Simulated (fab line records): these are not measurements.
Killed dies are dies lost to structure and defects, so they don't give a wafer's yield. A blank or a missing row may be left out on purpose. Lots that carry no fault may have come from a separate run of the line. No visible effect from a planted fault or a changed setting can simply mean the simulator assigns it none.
The same fault as seen by 2 desks    flow gf180mcu    only its own numbers are on each desk; what lay behind them is given at the end

== AT THE TOOL OWNER'S DESK: cvdW-01 ==
The tool's own readings at GF_CONTACT_CVD_24 (deposits W, target thk 300 nm, time 90.339 s): means of the sampled wafers that have a number, for each lot that ran on this tool. A lot is out of limits, marked OUT, if its mean lies more than 4 standard deviations from the usual mean; the brackets give that distance.
Columns: A = heaterPowerW at GF_CONTACT_CVD_24, usual 820 W
lot   first seen here  A
L466  day 16 08:07     978
L469  day 17 07:10     934
L471  day 18 06:36     920
L476  day 20 11:22     993
L477  day 21 01:58     848
L478  day 21 07:43     851
Result from this desk: across the 6 lots, nothing is out of limits.

== METROLOGY DESK ==
What the gauges read, lot by lot, whatever tool the lot ran on: means of the sampled wafers that have a number. A lot is out of limits, marked OUT, if its mean lies more than 4 standard deviations from the usual mean; the brackets give that distance.
Columns: A = CONTACT_W_RS at GF_CONTACT_RS_MEAS_25, usual 0.385 ohm/sq; B = CONTACT_W_THK at GF_CONTACT_THK_MEAS_26, usual 303 nm
lot   first seen here  A                B
L466  day 16 08:13     0.385            303
L469  day 17 07:16     0.386            303
L470  day 17 20:13     0.382            309
L471  day 18 06:42     0.384            305
L472  day 18 12:45     0.386            301
L476  day 20 11:28     0.293 (-26) OUT  417 (+33) OUT
L477  day 21 02:04     0.246 (-40) OUT  474 (+49) OUT
L478  day 21 07:50     0.314 (-20) OUT  394 (+26) OUT
L485  day 23 05:07     0.391            299
L486  day 23 12:29     0.381            305
L487  day 23 18:39     0.382            304
L488  day 23 23:59     0.384            304
This desk reports L476, L477, L478 out of limits; the earliest was L476 at day 20 11:28 (CONTACT_W_RS at GF_CONTACT_RS_MEAS_25). L466, L469, L470, L471, L472, L485, L486, L487, L488 stayed within limits.

== PUT TOGETHER ==
On L476, L477, L478, the metrology desk was in a position to raise an alarm at day 20 11:28.
The tool owner's desk saw nothing out of limits.
On record at the tool owner's desk: L476, L477, L478, within its limits.
GF_CONTACT_CVD_24 was run on cvdW-01 by each of the lots named.

== WHAT THE SIMULATOR HAD INSERTED ==
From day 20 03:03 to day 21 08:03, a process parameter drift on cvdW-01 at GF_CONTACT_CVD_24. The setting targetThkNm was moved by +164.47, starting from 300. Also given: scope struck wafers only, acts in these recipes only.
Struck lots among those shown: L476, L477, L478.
Time in hours between the start of the fault and the first out-of-limits reading at each desk: metrology desk, 8.
